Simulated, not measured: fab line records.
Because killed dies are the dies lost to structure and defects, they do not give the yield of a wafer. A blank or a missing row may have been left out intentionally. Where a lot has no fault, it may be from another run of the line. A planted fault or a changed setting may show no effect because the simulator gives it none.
A lot that was struck, set against a sound lot | flow sfq-line | 14 steps out of a route of 325
Sound: wafers L117.1, L117.4, L117.5. Struck: wafers L122.2, L122.5, L122.6. Last of all comes the cause.
Per side, at each step with rows, come the tool, then ch with its chambers, and then its first start. Under that, the readings that differ: sound wafers | struck wafers | difference of the means | sigmas: that difference in standard deviations of wafers without a fault.
alike: a reading whose means differ by less than 2 such deviations, as well as words and numbers matching on both sides. not compared: withheld readings; readings where some wafer has no value; bounds like >300 that might hide an equal value; numbers whose values overlap and for which the record gives no deviation.
Wherever a step has rows on one side only, a row that says differs or no value, or a row with sigmas, the two part there. When numbers do not overlap yet have no deviation, they are printed without sigmas and do not part them. Lack of a reading on every wafer of one side parts them only where that side has two or more wafers.

first, 2 steps without rows for these wafers: SFQ_TRILAYER_JJ_CE_LITHO_PEB_117 (peb time 60 s); SFQ_TRILAYER_JJ_CE_LITHO_DEVELOP_116 (time 60 s).
SFQ_JJ_OVL_MEAS_931:
  sound on overlay-01, day 54 05:47; struck on overlay-02, day 56 23:47
  alike: J5_OVL
SFQ_TRILAYER_JJ_CE_METRO_MEASURE_117:
  sound on cd-sem-01, day 54 05:49; struck on cd-sem-02, day 57 00:01
  alike: cd-nm
SFQ_TRILAYER_JJ_CE_BARC_OPEN_RIE_150: chemistry O2, target BARC, target depth 240 nm, time 80 s.
  sound on rie-metal-04 ch 0,1, day 54 07:01; struck on rie-metal-02 ch 0, day 57 01:02
  reading                     | sound       | struck      | difference | sigmas
  drypump-motor-current-A (A) | 5.0 5.3 5.3 | 6.5 6.4 6.4 | +1.2       | +2
  alike: bias-w, oes-product-au
  not compared: rf-hours-counter-h
SFQ_TRILAYER_JJ_CE_ETCH_RIE_118: chemistry SF6, target Nb, stops on Al2O3, time 97.7 s, target depth 170 nm.
  sound on rie-metal-04 ch 0,1, day 54 07:06; struck on rie-metal-02 ch 0, day 57 01:14
  reading                     | sound             | struck            | difference | sigmas
  drypump-motor-current-A (A) | 5.0 5.3 5.3       | 6.4 6.4 6.5       | +1.2       | +2
  oes-product-au (a.u.)       | 1.001 1.007 0.997 | 0.982 0.987 0.977 | -0.020     | -3
  alike: bias-w
  not compared: rf-hours-counter-h
after that, 1 step had no rows for these wafers: SFQ_TRILAYER_JJ_ANODIZE_ANODIZE_119.
SFQ_TRILAYER_JJ_CE_STRIP_STRIP_120: strips in O2.
  sound on rie-metal-02 ch 0, day 54 07:43; struck on rie-metal-02 ch 0, day 57 02:07
  alike: drypump-motor-current-A, oes-product-au
  not compared: rf-hours-counter-h
then, 4 steps without rows for these wafers: SFQ_TRILAYER_JJ_CE_STRIP_SOLV_CLEAN_121 (cleans in NMP, time 600 s); SFQ_TRILAYER_M5_LITHO_COAT_128 (resist thk 62 nm); SFQ_TRILAYER_M5_LITHO_COAT_123 (resist thk 600 nm); SFQ_TRILAYER_M5_LITHO_SOFTBAKE_127.
-- the record jumps here: 5 days lie between the struck wafers' starts before and after --
SFQ_TRILAYER_M5_LITHO_EXPOSE_124: exposes mask M5, target cd 700 nm.
  struck on krf-scanner-02, day 61 14:52; sound on krf-scanner-02 ch 0, day 59 11:04
  no value came back on the struck wafers for exposure-dose-mJ-cm2, focus-offset-nm (nm); on the sound wafers exposure-dose-mJ-cm2 reads 14.412 14.415 14.407
  alike: mask
then, 1 step without rows for these wafers: SFQ_TRILAYER_M5_LITHO_PEB_126 (peb time 60 s).

WHERE THEY PART
Last at SFQ_TRILAYER_M5_LITHO_EXPOSE_124 as far as this record goes, first at SFQ_TRILAYER_JJ_CE_BARC_OPEN_RIE_150.

WHY: what had been put in by the simulator
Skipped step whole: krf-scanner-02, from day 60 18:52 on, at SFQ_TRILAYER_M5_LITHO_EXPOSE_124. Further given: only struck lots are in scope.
